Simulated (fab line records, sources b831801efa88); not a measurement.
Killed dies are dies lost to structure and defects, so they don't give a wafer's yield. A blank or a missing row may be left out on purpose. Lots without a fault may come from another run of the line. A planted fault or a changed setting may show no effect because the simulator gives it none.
Problem report in the 8D (eight disciplines) form, filled by code | flow sky130 | the parts of the form that need people (team, actions taken, sign-off) are left out

1. THE PROBLEM
LDD_LDN_TW at SKY_LDD_LDN_TW_MEAS_13 reads a mean of 1513 on 9 wafers of 3 lots; wafers without a fault read 1479 with a standard deviation of 6. That is +5.6 standard deviations from the usual mean.
First seen on wafer L715.3, day 26 20:25, on film_metro-04. The record holds 39 wafers of 13 lots with a number at this step. Rule for "out", or "out of limits": more than 4 standard deviations from the usual mean. The other wafers with a number count as sound.

2. WHAT IT IS AND WHAT IT IS NOT
question                    | is                           | is not
which readings at this step | LDD_LDN_TW                   | -
which lots                  | L715, L716, L717             | L706, L707, L708, L710, L712, L718, L721, L725, L728, L729
which wafers of those lots  | all that have a number       | -
read on which gauges        | film_metro-02, film_metro-04 | film_metro-03
when                        | from day 26 20:25            | up to then (15 sound wafers); but 15 sound wafers of L718, L721, L725, L728, L729 came after

3. SUSPECTS, AND WHAT RULES EACH OUT
Counting: a tool at a process step up to the reading stays a suspect if it ran every lot that is out and no sound lot after the first of them.
- the gauge at SKY_LDD_LDN_TW_MEAS_13: ruled out. The wafers that are out were read on 2 gauges (film_metro-02, film_metro-04).
- implanter-01 at SKY_LDD_LDN_IMPLANT_08: ruled out as a lasting fault. Sound lots L728 ran on it after its first lot that is out, L715 (day 26 19:45).
Left after counting: nothing in the record.

4. THE CAUSE (what the simulator had put in)
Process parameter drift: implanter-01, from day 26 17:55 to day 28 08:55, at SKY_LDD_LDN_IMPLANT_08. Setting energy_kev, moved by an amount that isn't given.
Counting ruled it out, wrongly: the rule takes a fault to strike every lot that its tool runs from its start on, and this one did not.

5. THE CHAIN OF EFFECTS, in route order
Each row: a reading whose mean over the struck wafers that have a number lies more than 3 standard deviations from the usual. Only readings for which the record gives a usual standard deviation are gone through. hours: the time from each lot's start at the first step in this table that gives one to its start at this step, as a median over the lots. sigmas: the change in usual standard deviations.
hours | step                   | reading         | usual  | on struck wafers | change | sigmas
0     | SKY_LDD_LDN_IMPLANT_08 | beam_energy_keV | 14.999 | 19.647           | +4.648 | +99 or more
1     | SKY_LDD_LDN_TW_MEAS_13 | LDD_LDN_TW      | 1479   | 1513             | +34    | +5.6
The process steps in it:
- SKY_LDD_LDN_IMPLANT_08

6. WHAT WOULD HAVE CAUGHT IT SOONER
In this record the first reading out of limits at a measuring or inspecting step was taken at day 26 20:25, 2 hours after the fault began at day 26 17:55.
The tool's own readings at SKY_LDD_LDN_IMPLANT_08 were out on every struck wafer that the step has a row for (beam_energy_keV): an alarm limit on them would have fired on the first of those.
